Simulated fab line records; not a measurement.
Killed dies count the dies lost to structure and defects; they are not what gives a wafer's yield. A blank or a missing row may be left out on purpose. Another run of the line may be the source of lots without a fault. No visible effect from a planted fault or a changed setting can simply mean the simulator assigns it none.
What tool caused it?    flow gf180mcu    13 lots with 39 wafers sampled at 6 steps, on a route of 602 steps

## WHAT EACH GAUGE READ, for each wafer
GF_MVSD_OVL_MEAS_07. Usual: for MVSD_OVL the level is -1.2 nm and the standard deviation is 1.5.
lot   measured      on          MVSD_OVL (nm)   flag
L353  day 4 10:53   overlay-01  -2.5 -1.2 0.6   
L354  day 4 14:37   overlay-02  -1.9 -0.4 -2.5  
L355  day 4 21:17   overlay-02  0.6 -1.8 0.4    
L356  day 5 02:29   overlay-02  -3.0 -0.9 -4.4  
L357  day 5 07:56   overlay-02  -2.2 -2.2 -1.3  
L358  day 5 14:21   overlay-01  0.2 -0.6 -1.9   
L364  day 7 06:11   overlay-01  3.2 0.7 1.6     
L365  day 7 10:55   overlay-02  -1.1 -1.3 0.0   
L370  day 8 12:38   overlay-02  1.6 -0.7 2.8    
L372  day 9 00:59   overlay-02  -3.2 -2.9 -3.5  
L373  day 9 08:17   overlay-02  -3.6 -2.5 -1.6  
L375  day 9 17:28   overlay-02  -2.6 -3.0 -2.9  
L376  day 10 01:29  overlay-02  -3.2 -0.8 -1.2  

GF_MVSD_TW_MEAS_11. Usual: for MVSD_TW the level is 1562 and the standard deviation is 17.
lot   measured      on             MVSD_TW         flag
L353  day 4 11:20   film-metro-03  1555 1552 1563  
L354  day 4 15:04   film-metro-03  1564 1560 1559  
L355  day 4 21:44   film-metro-04  1564 1565 1559  
L356  day 5 02:56   film-metro-03  1559 1567 1557  
L357  day 5 08:23   film-metro-01  1599 1585 1596  
L358  day 5 14:48   film-metro-01  1591 1589 1587  
L364  day 7 06:38   film-metro-01  1508 1504 1503  OFF
L365  day 7 11:22   film-metro-04  1477 1467 1471  OFF
L370  day 8 13:04   film-metro-04  1543 1553 1552  
L372  day 9 01:26   film-metro-04  1560 1543 1546  
L373  day 9 08:44   film-metro-03  1568 1573 1570  
L375  day 9 17:55   film-metro-04  1541 1545 1543  
L376  day 10 01:55  film-metro-04  1530 1534 1537  

GF_MVPSD_OVL_MEAS_07. Usual: for MVPSD_OVL the level is 0.2 nm and the standard deviation is 1.5.
lot   measured      on          MVPSD_OVL (nm)  flag
L353  day 5 00:31   overlay-01  2.3 2.5 1.2     
L354  day 5 04:29   overlay-01  1.4 0.5 2.1     
L355  day 5 11:33   overlay-02  0.9 -0.5 -1.0   
L356  day 5 16:49   overlay-01  -1.2 -0.8 -1.7  
L357  day 5 21:47   overlay-02  -0.2 -1.3 -1.6  
L358  day 6 05:16   overlay-01  1.0 1.6 1.1     
L364  day 7 23:01   overlay-02  -1.0 -3.0 -0.4  
L365  day 8 03:32   overlay-01  1.0 1.4 -0.6    
L370  day 9 05:59   overlay-01  0.5 0.0 0.5     
L372  day 9 18:55   overlay-01  -2.3 1.4 1.2    
L373  day 10 03:16  overlay-01  -2.2 -0.1 -0.5  
L375  day 10 11:25  overlay-01  2.7 2.9 3.0     
L376  day 10 20:02  overlay-02  2.3 2.6 -0.7    

GF_VT_IMPLANT_RS_MEAS_46: the measuring method here is four-point-probe. Usual: for MVSD_RS the level is 457.0 ohm/sq and the standard deviation is 1.3.
lot   measured      on             MVSD_RS (ohm/sq)   flag
L353  day 7 12:41   film-metro-01  456.7 456.2 455.8  
L354  day 7 18:34   film-metro-04  458.2 456.4 457.4  
L355  day 8 01:31   film-metro-03  459.6 458.7 458.7  
L356  day 8 07:56   film-metro-03  457.3 458.7 457.5  
L357  day 8 14:45   film-metro-04  456.3 455.5 456.2  
L358  day 8 23:19   film-metro-01  455.5 456.6 456.7  
L364  day 10 23:18  film-metro-03  500.2 501.8 502.4  OFF
L365  day 11 03:57  film-metro-01  497.4 497.2 496.3  OFF
L370  day 12 08:51  film-metro-03  458.0 458.9 458.1  
L372  day 12 23:04  film-metro-04  456.6 456.8 455.6  
L373  day 13 08:14  film-metro-04  455.3 457.5 455.7  
L375  day 13 18:03  film-metro-03  457.6 456.0 455.8  
L376  day 14 03:02  film-metro-03  458.6 458.9 457.8  

## EACH LOT AND THE TOOL THAT RAN IT (in order: tool; ch and the chambers of the sampled wafers; start)
lot   GF_STI_CMP_25                 GF_MVSD_IMPLANT_08
L353  cmp-01 ch 1,3, day 2 05:06    implanter-02 ch 0, day 4 10:56
L354  cmp-01 ch 0,1,2, day 2 08:49  implanter-04 ch 0, day 4 14:41
L355  cmp-02 ch 1,2,3, day 2 14:52  implanter-03 ch 0, day 4 21:20
L356  cmp-01 ch 0,2,3, day 2 18:32  implanter-02 ch 0, day 5 02:34
L357  cmp-02 ch 0,1,3, day 2 23:50  implanter-04 ch 0, day 5 08:02
L358  cmp-02 ch 1,2, day 3 06:04    implanter-03 ch 0, day 5 14:26
L364  cmp-02 ch 0,1,2, day 4 14:50  implanter-03 ch 0, day 7 06:14
L365  cmp-01 ch 0,3, day 4 20:29    implanter-03 ch 0, day 7 10:59
L370  cmp-01 ch 1,2,3, day 5 18:49  implanter-04 ch 0, day 8 12:40
L372  cmp-02 ch 0,2,3, day 6 06:04  implanter-04 ch 0, day 9 01:02
L373  cmp-01 ch 0,3, day 6 11:04    implanter-04 ch 0, day 9 08:20
L375  cmp-02 ch 2,3, day 6 20:19    implanter-04 ch 0, day 9 17:31
L376  cmp-01 ch 0,1,2, day 7 02:14  implanter-04 ch 0, day 10 01:31
- GF_STI_CMP_25: polishes, stops on Si3N4, t overpolish 33 s, target thk 524.6 nm.
- GF_MVSD_IMPLANT_08

## WHAT THE TOOLS THEMSELVES READ (means of the sampled wafers that have a number; where no wafer has one, the mark that the record gives instead)
GF_STI_CMP_25. Usual: head-pressure-psi 3.999 psi, standard deviation 0.0081; motor-current-A 12.2 A, standard deviation 1.7; overpolish-run-s 33.001 s, standard deviation 0.0094; time-to-endpoint-s 123 s, standard deviation 4.8.
lot   tool    head-pressure-psi (psi)  motor-current-A (A)  overpolish-run-s (s)  time-to-endpoint-s (s)  flag
L353  cmp-01  4.001                    13.1                 32.997                116                     
L354  cmp-01  4.001                    12.6                 33.000                118                     
L355  cmp-02  3.998                    11.3                 33.008                121                     
L356  cmp-01  4.003                    11.8                 33.005                122                     
L357  cmp-02  4.006                    12.1                 32.998                120                     
L358  cmp-02  3.991                    12.0                 32.997                126                     
L364  cmp-02  3.993                    13.1                 32.999                120                     
L365  cmp-01  3.993                    11.6                 33.008                123                     
L370  cmp-01  4.007                    12.8                 32.991                124                     
L372  cmp-02  4.007                    11.5                 32.989                127                     
L373  cmp-01  4.000                    11.7                 32.998                124                     
L375  cmp-02  4.008                    10.7                 33.005                127                     
L376  cmp-01  4.000                    12.7                 33.005                127                     

GF_MVSD_IMPLANT_08. Usual: dose-ions-cm2 1.6e+13, standard deviation 1.6e+10; faraday-current-uA 90.0, standard deviation 1.8.
lot   tool          dose-ions-cm2  faraday-current-uA  flag
L353  implanter-02  1.6e+13        91.4                
L354  implanter-04  1.6e+13        89.3                
L355  implanter-03  1.6e+13        89.6                
L356  implanter-02  1.6e+13        88.7                
L357  implanter-04  1.6e+13        89.4                
L358  implanter-03  1.6e+13        90.5                
L364  implanter-03  1.3e+13        75.4                OFF
L365  implanter-03  1.3e+13        77.4                OFF
L370  implanter-04  1.6e+13        90.9                
L372  implanter-04  1.6e+13        91.1                
L373  implanter-04  1.6e+13        91.1                
L375  implanter-04  1.6e+13        88.6                
L376  implanter-04  1.6e+13        91.2                

## THE ANSWER, worked out from the rows above alone
Rule: take the mean of a lot's wafers that have a number; if it is more than 3 standard deviations from the usual mean, the lot is off. A lot without any number at a reading at which 4 lots or more have one is off too. All remaining lots with rows at the step are treated as sound. The gauges are gone through in route order, then the tools' own readings, and for those a lot's mean is taken as printed above. The first step at which some lot is off is used, and at that step the reading that is off furthest; a lot without a number counts as furthest.
Off: L364, L365, seen at GF_MVSD_TW_MEAS_11 (MVSD_TW).
A tool fits if, at a process step before that reading, it ran every lot that is off, and no sound lot after the first of them. The gauges at GF_MVSD_TW_MEAS_11 aren't tried: what is off there is off at GF_MVSD_IMPLANT_08 too, on other tools, and a gauge's error can't cause that. One candidate fits, namely implanter-03 at GF_MVSD_IMPLANT_08. A fault onset in the window from L358 (day 5 14:26, its last sound lot) to L364 (day 7 06:14, its first lot off) fits.
The tool's own readings at GF_MVSD_IMPLANT_08 bear it out: on the lots that are off they differ by more than 5 times the standard deviation of the sound lots' means. dose-ions-cm2 reads 1.3e+13 there against 1.6e+13 on the sound lots; faraday-current-uA reads 76.4 there against 90.2 on the sound lots.

## WHAT THE SIMULATOR PUT IN
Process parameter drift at GF_MVSD_IMPLANT_08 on implanter-03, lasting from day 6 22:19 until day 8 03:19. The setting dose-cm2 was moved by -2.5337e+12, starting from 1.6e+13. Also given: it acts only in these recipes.
Shown lots that were struck: L364, L365. This agrees with what the rule above found.
